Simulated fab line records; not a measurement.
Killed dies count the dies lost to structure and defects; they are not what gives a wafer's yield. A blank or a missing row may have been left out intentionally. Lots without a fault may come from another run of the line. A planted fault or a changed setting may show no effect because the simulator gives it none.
A struck lot beside a sound one	flow sky130	28 steps out of a route of 708
Sound: wafers L606.1, L606.2, L606.6. Struck: wafers L617.2, L617.5 (left out: L617.6, a lot-mate that was not struck); the cause follows at the end.
At each step with rows: each side's tool, then ch and its chambers, then its first start. Under that, the readings that differ: sound wafers	struck wafers	difference of the means	sigmas: that difference in standard deviations of wafers without a fault.
alike: same words and numbers on both sides, and readings whose means sit less than 2 such deviations apart. not compared: any withheld reading, any reading some wafer has no value for, any bound like >300 that may hide the same value, and any number with overlapping values for which the record gives no deviation.
The two part at a step that has a row with sigmas, a row that says differs or no value, or rows on one side only. When numbers do not overlap yet have no deviation, they are printed without sigmas and do not part them. A reading missing from all wafers of one side parts the sides only when that side holds two or more wafers.

SKY_VIA4_ETCH_12: etches SiO2 in C4F8/O2/Ar, stops on TiN, target depth 580 nm.
  sound on rie-diel-02 ch 0,2,3, day 43 09:22; struck on rie-diel-03 ch 2,3, day 46 05:01
  alike: oes-product-au
then, 6 steps without rows for these wafers: SKY_VIA4_STRIP_13 (strips in O2/N2); SKY_VIA4_STRIP_14 (strips in post etch residue remover, time 1200 s); SKY_VIA4_CLEAN_15 (cleans in IPA, time 180 s); SKY_VIA4_CLEAN_16 (cleans in O3/DIW); SKY_VIA4_SPUTTER_17 (material TiN, target thk 20 nm, time 80 s); SKY_VIA4_CVD_18 (deposits W, target thk 505 nm, time 152.14 s).
SKY_VIA4_RS_MEAS_19: the measuring method here is four-point-probe.
  sound: film-metro-02 at day 43 10:16; struck: film-metro-04 at day 46 06:24
  alike: VIA4_W_RS
SKY_VIA4_THK_MEAS_20: measures by xrf.
  sound: film-metro-02 at day 43 10:23; struck: film-metro-04 at day 46 06:31
  alike: VIA4_W_THK
SKY_VIA4_CMP_21: polishes, stops on SiO2, t overpolish 25 s, target thk 0 nm.
  sound on cmp-02 ch 0,2, day 43 10:30; struck on cmp-02 ch 0,2, day 46 06:51
  alike: edge-zone-pressure-frac, motor-current-A, overpolish-run-s, time-to-endpoint-s
then, 2 steps without rows for these wafers: SKY_METAL5_SPUTTER_00 (material Ti, target thk 15 nm, time 10 s); SKY_METAL5_SPUTTER_01 (material TiN, target thk 20 nm, time 16.7 s).
SKY_METAL5_SPUTTER_02: material AlCu, target thk 1150 nm, time 61.2 s.
  sound: pvd-sputter-02 at day 43 10:48; struck: pvd-sputter-04 at day 46 07:06
reading	sound	struck	difference	sigmas
model.AlCu_of_METAL5_SPUTTER_02.thk-nm (nm)	1138 1120 1123	951.5 946.2	-178.1	
  alike: throttle-valve-pct
SKY_METAL5_SPUTTER_03: material Ti, target thk 5 nm, time 3.3 s.
  sound: pvd-sputter-02 at day 43 10:51; struck: pvd-sputter-04 at day 46 07:09
  alike: throttle-valve-pct
SKY_METAL5_SPUTTER_04: material TiN, target thk 70 nm, time 58.3 s.
  sound: pvd-sputter-02 at day 43 10:52; struck: pvd-sputter-04 at day 46 07:10
  alike: throttle-valve-pct
SKY_METAL5_RS_MEAS_05: the measuring method here is four-point-probe.
  sound: film-metro-02 at day 43 10:55; struck: film-metro-02 at day 46 07:14
reading	sound	struck	difference	sigmas
METAL5_ALCU_RS (ohm/sq)	0.02731 0.02788 0.02774	0.0328 0.03294	+0.0052	+18
SKY_METAL5_THK_MEAS_06: measures by xrf.
  sound: film-metro-02 at day 43 11:02; struck: film-metro-02 at day 46 07:20
reading	sound	struck	difference	sigmas
METAL5_ALCU_THK (nm)	1122 1102 1111	939 933	-176	-13
then, 8 steps without rows for these wafers: SKY_METAL5_DEHYDRATE_07 (time 60 s); SKY_METAL5_HMDS_08 (prime time 60 s); SKY_METAL5_COAT_09 (resist thk 1800 nm); SKY_METAL5_SOFTBAKE_10 (time 60 s); SKY_METAL5_EXPOSE_11 (exposes mask MM5, target cd 1600 nm); SKY_METAL5_PEB_12; SKY_METAL5_DEVELOP_13 (develop time 60 s); SKY_METAL5_DESCUM_14 (chemistry O2, time 11 s).
SKY_METAL5_METAL_ETCH_15: etches the open film in Cl2/BCl3, stops on SiO2, target depth 1260 nm, time 252 s.
  sound on rie-metal-04 ch 0,1, day 44 09:37; struck on rie-metal-01 ch 0,1, day 47 03:58
reading	sound	struck	difference	sigmas
oes-product-au (a.u.)	0.894 0.890 0.889	0.822 0.815	-0.073	-15
throttle-valve-pct (%)	22.262 22.274 22.261	22.282 22.287	+0.019	+2
  alike: drypump-motor-current-A, mfc-cl2-sccm
  not compared: rf-hours-counter-h
SKY_METAL5_STRIP_16: strips in O2/N2.
  sound on plasma-asher-01 ch 0,1, day 44 09:51; struck on plasma-asher-04 ch 0,1, day 47 04:12
  alike: drypump-motor-current-A, o2-flow-sccm, oes-product-au, strip-time-to-endpoint-s
  not compared: rf-hours-counter-h
SKY_PAD_OPEN_PROBE_99:
  sound: prober-01 at day 46 07:53; struck: prober-02 at day 48 21:21
reading	sound	struck	difference	sigmas
killed_at_M4_up	4 7 5	1 1	-4	-2
model.etest.met5.rs-ohm-sq	0.0273 0.02782 0.0276	0.03303 0.03302	+0.00545	
model.etest.met5.line-ohm-um	0.01695 0.01729 0.01718	0.02076 0.02065	+0.00357	
  alike: defect-limited-yield, killed_at_M0_to_M3, killed-at-contacts, killed-at-front-end, killed-at-other, killed-dies, killed-open, killed-short, sort_bin_3_pad_short, sort_bin_5_function, sort_bin_6_memory, sort-n-pass, sort-yield-pct

WHERE THEY PART
Earliest at SKY_METAL5_RS_MEAS_05; latest, in this record, at SKY_PAD_OPEN_PROBE_99.

WHY: what had been put in by the simulator
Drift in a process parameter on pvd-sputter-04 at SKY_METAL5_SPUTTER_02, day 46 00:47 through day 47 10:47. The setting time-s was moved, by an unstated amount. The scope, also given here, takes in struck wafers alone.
